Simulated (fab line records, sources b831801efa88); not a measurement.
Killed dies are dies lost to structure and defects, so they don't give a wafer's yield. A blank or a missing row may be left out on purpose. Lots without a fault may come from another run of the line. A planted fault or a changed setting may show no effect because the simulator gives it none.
fab line records | flow sky130
record lots=15 wafers=45 last_day=50
route steps=708 shown VT_ADJUST_HVTP@92 VT_ADJUST_LVTN@118 VT_ADJUST_HVTR@141 VT_ADJUST_PCH@150
lots that met no fault: from a run of the same line without faults
start_h: hours from the record's first day to the start of the lot's first wafer shown | wait_h: hours since the lot's step before | " the same as in the row above | L1.1+2: a row that stands for several wafers | - no value, or no start given | * or withheld: withheld | < > ~ a bound
route shown NAME@n: a module of which the file shows steps, and the number in the route of the first | usual: mean/standard deviation of fault-free wafers | same: alike in all rows | chamber/n: place in a boat | sites: the reading at each site | _std_site: their standard deviation | _edge_site: outer sites' mean less inner sites' | radius_mm: how far each site lies from the wafer's centre | mask NAME#n: copy n | behind: the tool/chamber that last shaped the wafer | hold: why the lot was held/for how many hours/how that ended | device: the transistor (n, p or np) that didn't switch | end of line: the same wafers' tests at the end of the route | a step without rows: its recipe alone | killed: dies lost to structure and defects at the first sort, not the wafer's yield | map: a wafer's dies, x killed, . not, _ none there
set.NAME: the setting as run; set.NAME@STEP: as run at that earlier step | model.NAME: the simulator's own value behind a step, which no gauge read
steps of the route over a sample of lots; a table a step, a row a wafer
services: from which hour (start_h, from the record's first day; less than 0 if before it) a tool's chamber was out of use, for how many hours, and why
## steps
# step SKY_VT_ADJUST_HVTP_CD_MEAS_07
# recipe target_cd_nm=380
# usual cd_nm=379.8/2.9
# columns lot.wafer tool chamber start_h wait_h cd_nm
L259.1 cd_sem-01 - 124.90 0.1 379.9
L259.5 " - " " 380.5
L259.6 " - " " 377.4
L262.1 cd_sem-01 - 138.75 0.1 377.3
L262.2 " - " " 377.2
L262.5 " - " " 378.7
L263.1 cd_sem-02 - 146.93 0.1 383.5
L263.3 " - " " 383.8
L263.4 " - " " 381.7
L264.3 cd_sem-01 - 153.49 0.1 376.6
L264.5 " - " " 379.1
L264.6 " - " " 377.1
L265.2 cd_sem-01 - 159.30 0.1 374.8
L265.3 " - " " 376.9
L265.5 " - " " 372.5
L266.1 cd_sem-02 - 167.20 0.1 380.7
L266.4 " - " " 383.9
L266.6 " - " " 379.6
L273.3 cd_sem-01 - 212.17 0.1 378.1
L273.4 " - " " 373.4
L273.5 " - " " 376.3
L274.1 cd_sem-02 - 217.93 0.1 377.7
L274.2 " - " " 375.5
L274.3 " - " " 374.8
L275.4 cd_sem-01 - 244.11 0.1 377.5
L275.5 " - " " 377.8
L275.6 " - " " 377.8
L278.2 cd_sem-02 - 248.72 0.1 382.2
L278.5 " - " " 381.6
L278.6 " - " " 381.7
L277.3 cd_sem-02 - 249.52 0.1 377.8
L277.4 " - " " 379.0
L277.5 " - " " 376.3
L279.3 cd_sem-01 - 254.89 0.1 383.1
L279.4 " - " " 377.4
L279.6 " - " " 380.7
L280.1 cd_sem-01 - 260.33 0.1 381.7
L280.4 " - " " 380.9
L280.5 " - " " 381.5
L281.2 cd_sem-02 - 260.65 0.1 380.2
L281.4 " - " " 379.3
L281.5 " - " " 378.6
L282.3 cd_sem-01 - 274.79 0.1 380.3
L282.5 " - " " 378.0
L282.6 " - " " 379.0
# step SKY_VT_ADJUST_LVTN_TW_MEAS_21
# usual VT_ADJUST_LVTN_2_TW=187.2/1.1
# columns lot.wafer tool chamber start_h wait_h VT_ADJUST_LVTN_2_TW
L259.1 film_metro-03 - 162.78 0.1 187.9
L259.5 " - " " 187.1
L259.6 " - " " 187.1
L262.1 film_metro-04 - 178.79 0.1 188.7
L262.2 " - " " 188.3
L262.5 " - " " 189.1
L263.1 film_metro-03 - 187.93 0.1 185.4
L263.3 " - " " 186.7
L263.4 " - " " 187.3
L264.3 film_metro-04 - 194.96 0.1 188.0
L264.5 " - " " 187.5
L264.6 " - " " 188.2
L265.2 film_metro-04 - 201.40 0.1 187.0
L265.3 " - " " 188.8
L265.5 " - " " 187.8
L266.1 film_metro-04 - 210.88 0.1 188.8
L266.4 " - " " 187.9
L266.6 " - " " 187.5
L273.3 film_metro-04 - 260.01 0.1 189.0
L273.4 " - " " 189.3
L273.5 " - " " 187.8
L274.1 film_metro-04 - 264.94 0.1 187.6
L274.2 " - " " 187.1
L274.3 " - " " 188.0
L275.4 film_metro-03 - 292.47 0.1 186.4
L275.5 " - " " 186.5
L275.6 " - " " 185.8
L278.2 film_metro-03 - 298.00 0.1 185.9
L278.5 " - " " 186.9
L278.6 " - " " 186.5
L277.3 film_metro-04 - 298.31 0.1 187.6
L277.4 " - " " 186.9
L277.5 " - " " 186.8
L279.3 film_metro-02 - 303.61 0.1 185.0
L279.4 " - " " 184.7
L279.6 " - " " 185.0
L280.1 film_metro-04 - 309.80 0.1 188.0
L280.4 " - " " 187.8
L280.5 " - " " 187.3
L281.2 film_metro-02 - 310.75 0.1 184.6
L281.4 " - " " 185.3
L281.5 " - " " 185.7
L282.3 film_metro-04 - 326.91 0.1 188.7
L282.5 " - " " 188.7
L282.6 " - " " 187.3
# step SKY_VT_ADJUST_HVTR_STRIP_10
# recipe chemistry=O2/N2 power_w=1400 pressure_mtorr=1500 platen_temp_c=withheld o2_flow_sccm=3000 n2_flow_sccm=300 overash_fraction=0.5
# usual chamber_pressure_mTorr=1499.9/1.4 drypump_motor_current_A=5.54/0.24 oes_product_au=0.716/0.0041 strip_time_to_endpoint_s=14.17/0.034
# columns lot.wafer tool chamber start_h wait_h chamber_pressure_mTorr drypump_motor_current_A oes_product_au rf_hours_counter_h strip_time_to_endpoint_s
L259.1 plasma_asher-03 0 204.96 0.1 1500.6 5.43 0.718 42 14.13
L259.5 " 0 " " 1499.7 5.45 0.712 - 14.13
L259.6 " 1 " " 1497.7 5.95 0.710 - 14.08
L262.1 plasma_asher-03 1 222.91 0.1 1496.9 5.95 0.717 44 14.19
L262.2 " 0 " " 1501.1 5.43 0.708 44 14.15
L262.5 " 0 " " 1497.7 5.44 0.723 - 14.16
L263.1 plasma_asher-03 1 232.86 0.1 1499.3 5.96 0.718 45 14.13
L263.3 " 1 " " 1498.0 5.93 0.710 - 14.12
L263.4 " 0 " " 1498.9 5.46 0.714 - 14.14
L264.3 plasma_asher-03 1 240.65 0.1 1499.1 5.96 0.718 - 14.17
L264.5 " 1 " " 1500.1 5.96 0.716 - 14.17
L264.6 " 0 " " 1500.6 5.44 0.715 - 14.17
L265.2 plasma_asher-03 1 247.51 0.1 1499.3 5.93 0.713 46 14.21
L265.3 " 0 " " 1502.3 5.45 0.713 - 14.19
L265.5 " 1 " " 1499.6 5.94 0.712 - 14.15
L266.1 plasma_asher-01 0 258.49 0.1 1497.1 5.49 0.720 56 14.16
L266.4 " 0 " " 1498.8 5.45 0.715 - 14.14
L266.6 " 0 " " 1500.6 5.47 0.713 - 14.20
L273.3 plasma_asher-03 1 309.44 0.1 - - - - -
L273.4 " 0 " " - - - - -
L273.5 " 0 " " - - - - -
L274.1 plasma_asher-02 1 315.39 0.1 - - - - -
L274.2 " 0 " " - - - - -
L274.3 " 0 " " - - - - -
L275.4 plasma_asher-01 1 345.64 0.1 - - - - -
L275.5 " 1 " " - - - - -
L275.6 " 0 " " - - - - -
L278.2 plasma_asher-03 1 351.79 0.1 1499.1 5.94 0.716 57 14.17
L278.5 " 0 " " 1500.0 5.42 0.709 - 14.12
L278.6 " 1 " " 1501.4 5.94 0.705 - 14.19
L277.3 plasma_asher-01 0 351.89 0.1 1499.4 5.49 0.718 - 14.17
L277.4 " 1 " " 1499.4 5.23 0.712 - 14.21
L277.5 " 0 " " 1499.0 5.48 0.720 - 14.20
L279.3 plasma_asher-03 0 356.37 0.1 1499.8 5.41 0.711 - 14.21
L279.4 " 1 " " 1501.4 5.96 0.718 - 14.19
L279.6 " 0 " " 1501.3 5.44 0.709 - 14.19
L280.1 plasma_asher-01 0 363.11 0.1 1498.9 5.49 0.722 66 14.16
L280.4 " 0 " " 1501.3 5.47 0.714 - 14.16
L280.5 " 0 " " 1498.6 5.49 0.710 - 14.16
L281.2 plasma_asher-02 0 365.04 0.1 1502.4 5.47 0.725 23 14.18
L281.4 " 0 " " 1499.0 5.46 0.722 - 14.16
L281.5 " 1 " " 1500.7 5.53 0.713 - 14.16
L282.3 plasma_asher-01 0 383.14 0.1 1500.2 5.47 0.717 - 14.28
L282.5 " 0 " " 1500.7 5.49 0.716 - 14.24
L282.6 " 1 " " 1500.1 5.27 0.712 - 14.21
# step SKY_VT_ADJUST_PCH_OVL_MEAS_07
# usual VT_ADJUST_PCH_OVL=-0.2/1.6
# columns lot.wafer tool chamber start_h wait_h VT_ADJUST_PCH_OVL[nm]
L259.1 overlay-01 - 228.03 - -1.1
L259.5 " - " " 1.5
L259.6 " - " " -0.9
L262.1 overlay-01 - 246.40 - 2.4
L262.2 " - " " 1.5
L262.5 " - " " 0.2
L263.1 overlay-02 - 256.88 - -1.0
L263.3 " - " " -0.2
L263.4 " - " " 1.3
L264.3 overlay-01 - 264.01 - 0.0
L264.5 " - " " 1.1
L264.6 " - " " 0.1
L265.2 overlay-01 - 270.01 - -1.9
L265.3 " - " " -2.4
L265.5 " - " " -2.2
L266.1 overlay-02 - 281.68 - -0.4
L266.4 " - " " 0.2
L266.6 " - " " 0.7
L273.3 overlay-02 - 335.96 - -1.8
L273.4 " - " " 0.0
L273.5 " - " " -0.2
L274.1 overlay-02 - 341.60 - -0.3
L274.2 " - " " -0.5
L274.3 " - " " -1.5
L275.4 overlay-01 - 372.52 - 0.3
L275.5 " - " " 0.9
L275.6 " - " " 0.3
L278.2 overlay-01 - 379.55 - -1.6
L278.5 " - " " 0.6
L278.6 " - " " 1.0
L277.3 overlay-02 - 379.69 - 0.6
L277.4 " - " " 1.7
L277.5 " - " " 1.4
L279.3 overlay-01 - 384.16 - -0.5
L279.4 " - " " 2.2
L279.6 " - " " -1.2
L280.1 overlay-02 - 392.24 - -1.5
L280.4 " - " " -1.6
L280.5 " - " " -0.5
L281.2 overlay-01 - 394.31 - -1.6
L281.4 " - " " -0.6
L281.5 " - " " -1.9
L282.3 overlay-01 - 412.86 - 0.5
L282.5 " - " " 1.7
L282.6 " - " " 1.1
# step SKY_VT_ADJUST_PCH_STRIP_09
# recipe chemistry=O2/N2 power_w=1400 pressure_mtorr=1500 platen_temp_c=withheld o2_flow_sccm=3000 n2_flow_sccm=300 overash_fraction=0.5
# usual chamber_pressure_mTorr=1500.1/1.4 drypump_motor_current_A=5.55/0.16 oes_product_au=0.723/0.0048 strip_time_to_endpoint_s=36.95/0.099
# columns lot.wafer tool chamber start_h wait_h chamber_pressure_mTorr drypump_motor_current_A oes_product_au rf_hours_counter_h strip_time_to_endpoint_s
L259.1 plasma_asher-04 1 228.22 0.1 1499.0 5.41 0.728 52 36.96
L259.5 " 1 " " 1497.0 5.39 0.720 - 36.94
L259.6 " 0 " " 1499.3 5.70 0.718 - 37.05
L262.1 plasma_asher-02 0 246.59 0.1 1500.2 5.46 0.722 12 36.89
L262.2 " 1 " " 1500.5 5.53 0.728 12 36.79
L262.5 " 1 " " 1499.3 5.52 0.729 - 36.89
L263.1 plasma_asher-02 1 257.07 0.1 1498.4 5.51 0.723 13 36.90
L263.3 " 1 " " 1501.6 5.53 0.722 - 36.94
L263.4 " 0 " " 1500.0 5.48 0.716 - 36.88
L264.3 plasma_asher-04 1 264.21 0.1 1501.5 5.38 0.728 - 37.08
L264.5 " 0 " " 1499.9 5.70 0.720 - 36.87
L264.6 " 1 " " 1500.8 5.39 0.717 - 37.04
L265.2 plasma_asher-04 1 270.19 0.1 1500.9 5.43 0.719 56 36.86
L265.3 " 0 " " 1503.0 5.69 0.720 - 36.94
L265.5 " 1 " " 1503.0 5.41 0.723 - 36.88
L266.1 plasma_asher-04 1 281.87 0.1 1500.2 5.38 0.725 57 36.98
L266.4 " 1 " " 1501.2 5.41 0.734 - 36.95
L266.6 " 0 " " 1500.5 5.68 0.727 - 37.03
L273.3 plasma_asher-04 0 336.17 0.1 1500.1 5.71 0.721 - 53.70
L273.4 " 1 " " 1502.0 5.37 0.728 - 53.86
L273.5 " 1 " " 1500.6 5.38 0.730 - 54.03
L274.1 plasma_asher-04 0 341.79 0.1 1501.4 5.69 0.737 63 54.07
L274.2 " 1 " " 1501.2 5.38 0.732 63 53.81
L274.3 " 1 " " 1500.2 5.40 0.725 - 54.08
L275.4 plasma_asher-02 0 372.72 0.1 1501.4 5.47 0.736 - 53.86
L275.5 " 0 " " 1502.0 5.49 0.733 - 53.66
L275.6 " 1 " " 1499.9 5.50 0.728 - 53.73
L278.2 plasma_asher-02 0 379.73 0.1 1500.5 5.49 0.721 25 36.96
L278.5 " 0 " " 1497.3 5.48 0.720 - 37.06
L278.6 " 1 " " 1500.3 5.52 0.719 - 36.96
L277.3 plasma_asher-03 1 379.90 0.1 1501.9 5.96 0.719 - 36.96
L277.4 " 0 " " 1498.5 5.43 0.724 - 36.89
L277.5 " 1 " " 1500.8 5.96 0.721 - 36.89
L279.3 plasma_asher-02 1 384.36 0.1 1498.3 5.50 0.716 - 36.92
L279.4 " 0 " " 1499.1 5.48 0.723 - 36.95
L279.6 " 1 " " 1501.5 5.52 0.725 - 36.91
L280.1 plasma_asher-02 0 392.43 0.1 1501.0 5.46 0.722 26 36.99
L280.4 " 1 " " 1500.6 5.54 0.722 - 36.89
L280.5 " 0 " " 1498.0 5.43 0.719 - 36.97
L281.2 plasma_asher-04 1 394.49 0.1 1501.5 5.38 0.717 68 37.07
L281.4 " 0 " " 1501.4 5.67 0.729 - 37.21
L281.5 " 0 " " 1498.3 5.68 0.719 - 37.08
L282.3 plasma_asher-02 1 413.07 0.1 1501.8 5.55 0.729 - 37.02
L282.5 " 1 " " 1499.1 5.56 0.721 - 37.01
L282.6 " 0 " " 1500.0 5.48 0.731 - 36.97
# step SKY_VT_ADJUST_PCH_TW_MEAS_10
# usual VT_ADJUST_PCH_TW=142.0/0.72
# columns lot.wafer tool chamber start_h wait_h VT_ADJUST_PCH_TW
L259.1 film_metro-03 - 228.32 0.1 142.0
L259.5 " - " " 142.1
L259.6 " - " " 141.4
L262.1 film_metro-01 - 246.69 0.1 142.5
L262.2 " - " " 143.2
L262.5 " - " " 143.0
L263.1 film_metro-02 - 257.17 0.1 140.7
L263.3 " - " " 141.1
L263.4 " - " " 141.4
L264.3 film_metro-02 - 264.30 0.1 141.4
L264.5 " - " " 141.1
L264.6 " - " " 142.0
L265.2 film_metro-01 - 270.30 0.1 142.1
L265.3 " - " " 142.4
L265.5 " - " " 142.2
L266.1 film_metro-01 - 281.97 0.1 141.9
L266.4 " - " " 142.1
L266.6 " - " " 142.6
L273.3 film_metro-02 - 336.26 0.1 29.8
L273.4 " - " " 29.7
L273.5 " - " " 29.7
L274.1 film_metro-02 - 341.89 0.1 29.6
L274.2 " - " " 29.6
L274.3 " - " " 29.8
L275.4 film_metro-02 - 372.82 0.1 29.6
L275.5 " - " " 29.8
L275.6 " - " " 29.7
L278.2 film_metro-03 - 379.84 0.1 142.2
L278.5 " - " " 142.4
L278.6 " - " " 142.1
L277.3 film_metro-01 - 379.99 0.1 143.2
L277.4 " - " " 142.6
L277.5 " - " " 143.0
L279.3 film_metro-03 - 384.45 0.1 141.7
L279.4 " - " " 141.4
L279.6 " - " " 142.1
L280.1 film_metro-03 - 392.53 0.1 142.0
L280.4 " - " " 141.9
L280.5 " - " " 141.7
L281.2 film_metro-01 - 394.60 0.1 143.6
L281.4 " - " " 142.5
L281.5 " - " " 143.5
L282.3 film_metro-01 - 413.16 0.1 142.6
L282.5 " - " " 142.3
L282.6 " - " " 142.6
## services
# columns tool chamber start_h hours kind
plasma_asher-04 - 266.30 1.3 repair
plasma_asher-03 - 357.60 0.5 repair
plasma_asher-04 - 368.22 2.8 pm
## key
first_sign step=SKY_VT_ADJUST_HVTR_STRIP_10 reading=tool_record direction=missing
effect step=SKY_VT_ADJUST_PCH_STRIP_09 reading=strip_time_to_endpoint_s direction=up sigmas=99+ usual=* struck=*
effect step=SKY_VT_ADJUST_PCH_TW_MEAS_10 reading=VT_ADJUST_PCH_TW direction=down sigmas=99+ usual=142.0 struck=29.7
met_at SKY_VT_ADJUST_HVTR_STRIP_10
struck_lots L273,L274,L275
sort_left_out L273.3,L273.4,L273.5,L274.1,L274.2,L274.3,L275.4,L275.5,L275.6
tester_left_out L273,L274,L275
not_acting_at SKY_VT_ADJUST_HVTP_CD_MEAS_07,SKY_VT_ADJUST_LVTN_TW_MEAS_21,SKY_VT_ADJUST_PCH_OVL_MEAS_07
onset_between 258.49 309.44
fault kind=skipped_step_whole tool=plasma_asher-01,plasma_asher-02,plasma_asher-03 chamber=- onset_h=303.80 steps=SKY_VT_ADJUST_HVTR_STRIP_10 scope=struck_lots_only
# tester_left_out: of these lots the tester's yield and bins aren't shown, on N5 and GAA mostly nor the transistor test; their killed dies are dies lost to structure and defects alone, not to doping, threshold or leakage, so they don't give the yield
# sort_left_out: the simulated sort isn't trusted on such a fault, so these wafers' sort isn't shown, and their yield isn't known
